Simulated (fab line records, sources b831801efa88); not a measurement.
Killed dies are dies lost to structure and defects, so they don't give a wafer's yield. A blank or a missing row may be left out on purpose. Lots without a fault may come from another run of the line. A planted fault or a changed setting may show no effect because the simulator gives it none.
Which tool did it? | flow sky130 | 12 lots, 36 wafers sampled, at 5 steps of a route of 708

WHAT THE GAUGES READ, wafer by wafer
SKY_VIA4_RS_MEAS_19: measures by four-point-probe.
lot  | measured     | on            | VIA4_W_RS (ohm/sq)
L075 | day 43 05:53 | film_metro-02 | 0.2311 0.2307 0.2294
L077 | day 44 01:41 | film_metro-01 | 0.2308 0.2302 0.2304
L078 | day 44 21:11 | film_metro-01 | 0.2249 0.2261 0.2248
L081 | day 45 01:05 | film_metro-01 | 0.2239 0.2244 0.2303
L083 | day 45 13:52 | film_metro-01 | 0.2301 0.2284 0.2260
L085 | day 46 01:16 | film_metro-01 | 0.2299 0.2272 0.2308
L087 | day 46 08:54 | film_metro-01 | 0.2296 0.2314 0.2270
L089 | day 46 17:43 | film_metro-04 | 0.2308 0.2281 0.2312
L091 | day 47 12:52 | film_metro-02 | 0.2298 0.2264 0.2250
L093 | day 47 22:20 | film_metro-01 | 0.2281 0.2306 0.2313
L094 | day 48 11:19 | film_metro-01 | 0.2265 0.2249 0.2250
L097 | day 48 20:49 | film_metro-01 | 0.2265 0.2303 0.2276

WHICH TOOL RAN EACH LOT (tool, then ch and the chambers of the sampled wafers, then the start)
lot  | SKY_VIA2_SPUTTER_20          | SKY_METAL3_SPUTTER_03        | SKY_VIA3_CMP_02               | SKY_VIA3_ETCH_15
L075 | pvd_sputter-02, day 36 21:10 | pvd_sputter-01, day 36 21:55 | cmp-02 ch 0,1,2, day 39 02:05 | rie_diel-02 ch 0,1,2, day 40 03:32
L077 | pvd_sputter-03, day 37 16:55 | pvd_sputter-02, day 37 17:40 | cmp-02 ch 1,2, day 39 22:57   | rie_diel-01 ch 0,1,3, day 40 22:50
L078 | pvd_sputter-03, day 38 13:55 | pvd_sputter-04, day 38 14:40 | cmp-01 ch 1,3, day 40 19:08   | rie_diel-01 ch 0,3, day 41 20:21
L081 | pvd_sputter-02, day 38 19:45 | pvd_sputter-01, day 38 20:38 | cmp-02 ch 0,1,2, day 40 23:50 | rie_diel-02 ch 1,2, day 42 00:00
L083 | pvd_sputter-04, day 39 08:29 | pvd_sputter-01, day 39 09:23 | cmp-02 ch 0,2,3, day 41 12:46 | rie_diel-04 ch 0,2,3, day 42 13:12
L085 | pvd_sputter-02, day 39 23:25 | pvd_sputter-04, day 40 00:10 | cmp-01 ch 0,3, day 42 02:52   | rie_diel-01 ch 0,1,3, day 43 02:21
L087 | pvd_sputter-03, day 40 07:50 | pvd_sputter-04, day 40 08:35 | cmp-02 ch 0,1,3, day 42 10:46 | rie_diel-04 ch 2,3, day 43 10:45
L089 | pvd_sputter-03, day 40 19:28 | pvd_sputter-01, day 40 20:13 | cmp-02 ch 1,2, day 42 21:40   | rie_diel-04 ch 1,3, day 43 20:50
L091 | pvd_sputter-04, day 41 15:34 | pvd_sputter-02, day 41 16:19 | cmp-02 ch 0,2, day 43 17:35   | rie_diel-01 ch 2,3, day 44 16:26
L093 | pvd_sputter-04, day 42 04:09 | pvd_sputter-01, day 42 04:54 | cmp-02 ch 0,1,2, day 44 05:13 | rie_diel-04 ch 1,2, day 45 03:39
L094 | pvd_sputter-04, day 42 21:00 | pvd_sputter-04, day 42 21:46 | cmp-02 ch 0,1,3, day 44 20:29 | rie_diel-01 ch 2,3, day 45 18:44
L097 | pvd_sputter-04, day 43 07:17 | pvd_sputter-01, day 43 08:03 | cmp-01 ch 1,2,3, day 45 06:11 | rie_diel-04 ch 1,2,3, day 46 03:54
- SKY_VIA2_SPUTTER_20: material TiN, target thk 20 nm, time 80 s.
- SKY_METAL3_SPUTTER_03: material Ti, target thk 5 nm, time 3.3 s.
- SKY_VIA3_CMP_02: polishes SiO2.
- SKY_VIA3_ETCH_15: etches SiO2 in C4F8/O2/Ar, stops on TiN, target depth 507 nm, time 78 s.

THE ANSWER, worked out from the rows above alone
Rule: what is usual is taken from the lots themselves. Put in order of their means at a reading, lots are off if they are a third of the lots or fewer, leave a main group of 4 or more, and stand apart from it by a gap of 3 or more times the standard deviation of the main group's means; of several such gaps the widest counts. A main group whose means are all the same, to the digits that the tables above print for the reading, isn't used. A lot without any number at a reading at which 4 lots or more have one is off too. The other lots that the step has rows for count as sound.
No lot is off at any reading shown: from this, nothing can be told.

WHAT THE SIMULATOR HAD PUT IN
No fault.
